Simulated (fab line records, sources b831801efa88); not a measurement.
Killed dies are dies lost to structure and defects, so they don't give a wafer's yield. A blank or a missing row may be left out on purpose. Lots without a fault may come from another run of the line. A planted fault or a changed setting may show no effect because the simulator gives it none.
Problem report in the 8D (eight disciplines) form, filled by code | flow sfq_line | the parts of the form that need people (team, actions taken, sign-off) are left out

1. THE PROBLEM
time_to_endpoint_s at SFQ_TRILAYER_I7_CMP_CMP_184 reads a mean of 275 s on 3 wafers of 3 lots; wafers without a fault read 215 s with a standard deviation of 9.9. That is +6.0 standard deviations from the usual mean.
The step: polishes SiO2.
First seen on wafer L562.3, day 66 20:10, on cmp-01. The record holds 42 wafers of 15 lots with a number at this step. Rule for "out", or "out of limits": more than 4 standard deviations from the usual mean. The other wafers with a number count as sound.

2. WHAT IT IS AND WHAT IT IS NOT
question                    | is                     | is not
which readings at this step | time_to_endpoint_s     | motor_current_A
which lots                  | L562, L564, L565       | L558, L559, L560, L561, L566, L571, L575, L576, L577, L578, L579, L580
which wafers of those lots  | L562.3, L564.3, L565.6 | L562.1, L562.5, L564.2, L564.5, L565.1
read on which tools         | cmp-01                 | cmp-02
when                        | from day 66 20:10      | up to then (14 sound wafers); but 25 sound wafers of L564, L565, L566, L571, L575, L576, L577, L578, L579, L580 came after

3. SUSPECTS, AND WHAT RULES EACH OUT
Counting: a tool at a process step up to the reading stays a suspect if it ran every lot that is out. Sound lots after the first of them don't rule it out here, since some wafers of a struck lot are sound.
- cmp-01 at SFQ_TRILAYER_I7_CMP_CMP_184 (polishes SiO2): kept. It ran every lot that is out, first L562 (day 66 19:10); its last sound lot up to then is L561 (day 65 21:34). Its own readings are out on those wafers: time_to_endpoint_s.
Left after counting: cmp-01 at SFQ_TRILAYER_I7_CMP_CMP_184.

4. THE CAUSE (what the simulator had put in)
Process parameter drift: cmp-01, from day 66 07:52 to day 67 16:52, at SFQ_TRILAYER_I7_CMP_CMP_184. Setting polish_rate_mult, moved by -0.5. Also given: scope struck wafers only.
Counting left only this tool.

5. THE CHAIN OF EFFECTS, in route order
Each row: a reading whose mean over the struck wafers that have a number lies more than 3 standard deviations from the usual. Only readings for which the record gives a usual standard deviation are gone through. hours: the time from each lot's start at the first step in this table that gives one to its start at this step, as a median over the lots. sigmas: the change in usual standard deviations.
hours | step                                  | reading            | usual      | on struck wafers | change | sigmas
0     | SFQ_TRILAYER_I7_CMP_CMP_184           | time_to_endpoint_s | 215 s      | 275              | +60    | +6.0
2     | SFQ_TRILAYER_I7_METRO_MEASURE_185     | thk_nm             | 199.9 nm   | 301.1            | +101.2 | +78
96    | SFQ_TRILAYER_I7_VIA_ETCH_VIA_ETCH_190 | oes_product_au     | 0.854 a.u. | 1.018            | +0.164 | +28
The process steps in it:
- SFQ_TRILAYER_I7_CMP_CMP_184: polishes SiO2.
- SFQ_TRILAYER_I7_METRO_MEASURE_185
- SFQ_TRILAYER_I7_VIA_ETCH_VIA_ETCH_190: etches SiO2 in CHF3, stops on Nb, target depth 260 nm.

6. WHAT WOULD HAVE CAUGHT IT SOONER
In this record the first reading out of limits was taken at day 66 20:10, 12 hours after the fault began at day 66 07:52.
